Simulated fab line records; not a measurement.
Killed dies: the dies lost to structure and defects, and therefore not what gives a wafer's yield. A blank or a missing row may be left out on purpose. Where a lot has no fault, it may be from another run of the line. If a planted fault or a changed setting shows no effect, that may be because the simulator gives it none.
Which of the tools did it? || flow sky130 || Sampling: 10 lots, 30 wafers, 3 of 708 route steps

== WHAT THE GAUGES READ, wafer by wafer ==
SKY_CONTACT_RS_MEAS_25: a four-point-probe measurement.
{"lot": "L100", "measured": "day 32 06:22", "on": "filmMetro-03", "CONTACT_W_RS (ohm/sq)": "0.335 0.339 0.342"}
{"lot": "L101", "measured": "day 32 07:02", "on": "filmMetro-04", "CONTACT_W_RS (ohm/sq)": "0.336 0.332 0.335"}
{"lot": "L102", "measured": "day 32 11:37", "on": "filmMetro-04", "CONTACT_W_RS (ohm/sq)": "0.336 0.333 0.343"}
{"lot": "L104", "measured": "day 33 08:02", "on": "filmMetro-02", "CONTACT_W_RS (ohm/sq)": "0.340 0.337 0.333"}
{"lot": "L113", "measured": "day 35 13:59", "on": "filmMetro-03", "CONTACT_W_RS (ohm/sq)": "0.337 0.343 0.336"}
{"lot": "L112", "measured": "day 35 14:48", "on": "filmMetro-03", "CONTACT_W_RS (ohm/sq)": "0.282 0.283 0.281 0.283 0.283 0.281"}
{"lot": "L114", "measured": "day 35 16:57", "on": "filmMetro-03", "CONTACT_W_RS (ohm/sq)": "0.335 0.331 0.332"}
{"lot": "L115", "measured": "day 35 21:54", "on": "filmMetro-04", "CONTACT_W_RS (ohm/sq)": "0.280 0.280 0.279 0.281 0.280 0.279"}
{"lot": "L116", "measured": "day 36 10:08", "on": "filmMetro-04", "CONTACT_W_RS (ohm/sq)": "0.331 0.279 0.281 0.331 0.279 0.281"}
{"lot": "L122", "measured": "day 38 13:10", "on": "filmMetro-04", "CONTACT_W_RS (ohm/sq)": "0.338 0.333 0.336"}

== WHICH TOOL RAN EACH LOT (tool, then ch and the chambers of the sampled wafers, then the start) ==
{"lot": "L100", "SKY_LOCAL_INTERCONNECT_STRIP_15": "plasmaAsher-02 ch 0,1, day 31 00:25", "SKY_CONTACT_CVD_24": "cvdW-02 ch 0,1, day 32 06:14"}
{"lot": "L101", "SKY_LOCAL_INTERCONNECT_STRIP_15": "plasmaAsher-04 ch 0,1, day 31 00:46", "SKY_CONTACT_CVD_24": "cvdW-02 ch 0,1, day 32 06:55"}
{"lot": "L102", "SKY_LOCAL_INTERCONNECT_STRIP_15": "plasmaAsher-04 ch 0,1, day 31 06:09", "SKY_CONTACT_CVD_24": "cvdW-02 ch 0,1, day 32 11:29"}
{"lot": "L104", "SKY_LOCAL_INTERCONNECT_STRIP_15": "plasmaAsher-03 ch 0,1, day 32 03:04", "SKY_CONTACT_CVD_24": "cvdW-02 ch 0,1, day 33 07:55"}
{"lot": "L113", "SKY_LOCAL_INTERCONNECT_STRIP_15": "plasmaAsher-04 ch 0,1, day 34 10:07", "SKY_CONTACT_CVD_24": "cvdW-01 ch 0,1, day 35 13:52"}
{"lot": "L112", "SKY_LOCAL_INTERCONNECT_STRIP_15": "plasmaAsher-02 ch 0,1, day 34 10:24", "SKY_CONTACT_CVD_24": "cvdW-02 ch 1, day 35 14:38"}
{"lot": "L114", "SKY_LOCAL_INTERCONNECT_STRIP_15": "plasmaAsher-02 ch 0,1, day 34 13:16", "SKY_CONTACT_CVD_24": "cvdW-01 ch 0,1, day 35 16:50"}
{"lot": "L115", "SKY_LOCAL_INTERCONNECT_STRIP_15": "plasmaAsher-03 ch 1, day 34 18:19", "SKY_CONTACT_CVD_24": "cvdW-02 ch 1, day 35 21:47"}
{"lot": "L116", "SKY_LOCAL_INTERCONNECT_STRIP_15": "plasmaAsher-02 ch 0, day 35 06:26", "SKY_CONTACT_CVD_24": "cvdW-02 ch 0,1, day 36 10:01"}
{"lot": "L122", "SKY_LOCAL_INTERCONNECT_STRIP_15": "plasmaAsher-02 ch 0,1, day 37 09:52", "SKY_CONTACT_CVD_24": "cvdW-01 ch 0,1, day 38 13:02"}
- SKY_LOCAL_INTERCONNECT_STRIP_15: strips in O2/N2.
- SKY_CONTACT_CVD_24: deposits W, target thk 340 nm, time 102.12 s.

== THE ANSWER, worked out from the rows above alone ==
Rule: usual is defined by the lots themselves. Put in order of their means at a reading, lots are off if they are a third of the lots or fewer, leave a main group of 4 or more, and stand apart from it by a gap of 3 or more times the standard deviation of the main group's means; of several such gaps the widest counts. A main group is skipped when, at the precision printed for the reading in the tables above, its means are all equal. A lot without any number at a reading at which 4 lots or more have one is off too. Any other lot the step has rows for is counted as sound.
Off: L112, L115, L116, at SKY_CONTACT_RS_MEAS_25 (CONTACT_W_RS). Mean 0.336 ohm/sq and standard deviation 0.0021 in the main group.
If a tool, at a process step before that reading, ran all the lots that are off and no sound lot after the first of them, it fits. The gauges at SKY_CONTACT_RS_MEAS_25 are tried like those tools. One fits: cvdW-02 at SKY_CONTACT_CVD_24. Its last sound lot is L104 (day 33 07:55), its first lot that is off L112 (day 35 14:38): a fault that began between those two fits.

== WHAT THE SIMULATOR PUT IN ==
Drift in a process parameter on cvdW-02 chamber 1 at SKY_CONTACT_CVD_24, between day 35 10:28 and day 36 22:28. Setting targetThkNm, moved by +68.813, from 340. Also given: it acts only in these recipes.
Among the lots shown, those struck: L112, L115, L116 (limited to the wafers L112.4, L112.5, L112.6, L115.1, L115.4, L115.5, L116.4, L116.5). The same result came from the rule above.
